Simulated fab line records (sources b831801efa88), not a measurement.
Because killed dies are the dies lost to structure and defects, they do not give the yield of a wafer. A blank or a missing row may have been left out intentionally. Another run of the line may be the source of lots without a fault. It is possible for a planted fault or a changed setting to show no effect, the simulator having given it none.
Comparing a struck lot with a sound one :: flow sky130 :: 37 steps out of a route of 708
Sound: these wafers, L531.1, L531.5, L531.6. Struck: wafer L538.1. (L538.3, L538.5 of the same lot were not struck and are left out.) The cause comes at the end.
Each step with rows lists, per side, the tool, then ch with its chambers, then its first start. Under that, the readings that differ: sound wafers :: struck wafers :: difference of the means :: sigmas: that difference in standard deviations of wafers without a fault.
alike: readings with means less than 2 such deviations apart, plus words and numbers identical on both sides. not compared: withheld readings, readings lacking a value on some wafer, bounds such as >300 that could conceal the same value, and numbers that have no deviation in the record and whose values overlap.
Wherever a step has rows on one side only, a row that says differs or no value, or a row with sigmas, the two part there. When numbers do not overlap yet have no deviation, they are printed without sigmas and do not part them. Lack of a reading on every wafer of one side parts them only where that side has two or more wafers.

first, 10 steps without rows for these wafers: SKY_METAL2_EXPOSE_12 (exposes mask MM2, target cd 140 nm); SKY_METAL2_PEB_13; SKY_METAL2_DEVELOP_14 (develop time 60 s); SKY_METAL2_DESCUM_17 (chemistry O2, time 8 s); SKY_METAL2_ETCH_18 (etches BARC in N2/H2, stops on SiO2, time 45.9 s, target depth 60 nm); SKY_METAL2_METAL_ETCH_19 (etches the open film in Cl2/BCl3, stops on SiO2, target depth 360 nm, time 78 s); SKY_METAL2_STRIP_20 (strips in O2/N2); SKY_METAL2_STRIP_21 (strips in post etch residue remover, time 1200 s); SKY_METAL2_CLEAN_22 (cleans in IPA, time 180 s); SKY_METAL2_CLEAN_23 (cleans in O3/DIW).
SKY_VIA2_HDPCVD_00: deposits SiO2, target thk 1180 nm, time 196.7 s.
  sound on hdpcvd-01 ch 1,2, day 35 15:06; struck on hdpcvd-01 ch 2, day 38 05:25
reading: model.SiO2_of_VIA2_HDPCVD_00.thk nm (nm)
sound: 1185 1177 1169
struck: 331.8
difference: -845.2
sigmas: 
SKY_VIA2_THK_MEAS_01:
  struck on film metro-01, day 38 05:32; sound on film metro-02, day 35 15:14
reading: VIA2_HDPCVD_THK (nm)
sound: 1185 1178 1169
struck: 332
difference: -845
sigmas: -70
then, 10 steps without rows for these wafers: SKY_VIA2_CMP_02 (polishes SiO2); SKY_VIA2_DEHYDRATE_04 (time 60 s); SKY_VIA2_HMDS_05 (prime time 60 s); SKY_VIA2_COAT_06 (resist thk 60 nm); SKY_VIA2_COAT_07 (resist thk 450 nm); SKY_VIA2_SOFTBAKE_08 (time 90 s); SKY_VIA2_EXPOSE_09 (exposes mask VIM2, target cd 200 nm); SKY_VIA2_PEB_10; SKY_VIA2_DEVELOP_11 (develop time 60 s); SKY_VIA2_ETCH_14 (etches BARC in N2/H2, stops on SiO2, time 45.9 s, target depth 60 nm).
SKY_VIA2_ETCH_15: etches SiO2 in C4F8/O2/Ar, stops on TiN, target depth 546 nm, time 84 s.
  sound on rie diel-01 ch 0,2,3, day 36 18:37; struck on rie diel-01 ch 2, day 39 07:52
reading: oes product au (a.u.)
sound: 0.934 0.931 0.950
struck: 0.751
difference: -0.187
sigmas: -39

reading: model.etch.depth nm (nm)
sound: 495.3 495.5 494.9
struck: 331.8
difference: -163.4
sigmas: 

reading: model.VIA2.feature depth nm (nm)
sound: 495.3 495.5 494.9
struck: 331.8
difference: -163.4
sigmas: 
  not compared: rf hours counter h
then, 12 steps without rows for these wafers: SKY_VIA2_STRIP_16 (strips in O2/N2); SKY_VIA2_STRIP_17 (strips in post etch residue remover, time 1200 s); SKY_VIA2_CLEAN_18 (cleans in IPA, time 180 s); SKY_VIA2_CLEAN_19 (cleans in O3/DIW); SKY_VIA2_SPUTTER_20 (material TiN, target thk 20 nm, time 80 s); SKY_VIA2_CVD_21 (deposits W, target thk 420 nm, time 126.4 s); SKY_VIA2_CMP_24 (polishes, stops on SiO2, t overpolish 20 s, target thk 0 nm); SKY_METAL3_SPUTTER_00 (material Ti, target thk 15 nm, time 10 s); SKY_METAL3_SPUTTER_01 (material TiN, target thk 20 nm, time 16.7 s); SKY_METAL3_SPUTTER_02 (material AlCu, target thk 735 nm, time 39.1 s); SKY_METAL3_SPUTTER_03 (material Ti, target thk 5 nm, time 3.3 s); SKY_METAL3_SPUTTER_04 (material TiN, target thk 70 nm, time 58.3 s).
-- the record jumps here: 2 days lie between the struck wafers' starts before and after --
SKY_METAL3_METAL_ETCH_18: etches the open film in Cl2/BCl3, stops on SiO2, target depth 845 nm, time 183.1 s.
  sound on rie metal-03 ch 0,1, day 39 00:46; struck on rie metal-04 ch 1, day 41 12:01
reading: model.SiO2_of_VIA2_HDPCVD_00.thk nm (nm)
sound: 465.8 465.8 465.3
struck: 302.2
difference: -163.4
sigmas: 
  alike: drypump motor current A, oes product au, throttle valve pct
  not compared: rf hours counter h
-- the record jumps here: 7 days lie between the struck wafers' starts before and after (it left off in module METAL3 and takes up again in module PAD_OPEN, whose first step shown is number 708 of the route) --
SKY_PAD_OPEN_PROBE_99:
  struck on prober-01, day 48 07:25; sound on prober-02, day 46 06:44
reading: model.etest.tester.sort n pass
sound: 402 399 419
struck: 256
difference: -151
sigmas: 

reading: model.etest.tester.sort yield pct (%)
sound: 81.71 81.1 85.16
struck: 52.03
difference: -30.63
sigmas: 

reading: model.etest.tester.sort_bin_3_pct (%)
sound: 0.813 0.6098 0.4065
struck: 31.5
difference: +30.9
sigmas: 

reading: model.etest.met3 comb.leak log10 a um
sound: -12.03 -11.8 -12.04
struck: -7.235
difference: +4.722
sigmas: 

reading: model.etest.via2 chain.rc ohm
sound: 9.885 10.15 10.15
struck: 9.434
difference: -0.628
sigmas: 

reading: model.etest.tester.sort_bin_8_pct (%)
sound: 0 0 0
struck: 1.143e-06
difference: +1.143e-06
sigmas: 
  alike: defect limited yield, killed_at_M0_to_M3, killed_at_M4_up, killed at contacts, killed at front end, killed at other, killed dies, killed open, killed short

## WHERE THEY PART
At SKY_VIA2_THK_MEAS_01 first; at SKY_VIA2_ETCH_15 last (within this record only). Later steps at which nothing parts them and some readings are alike: SKY_METAL3_METAL_ETCH_18, SKY_PAD_OPEN_PROBE_99.

WHY: whatever the simulator had introduced
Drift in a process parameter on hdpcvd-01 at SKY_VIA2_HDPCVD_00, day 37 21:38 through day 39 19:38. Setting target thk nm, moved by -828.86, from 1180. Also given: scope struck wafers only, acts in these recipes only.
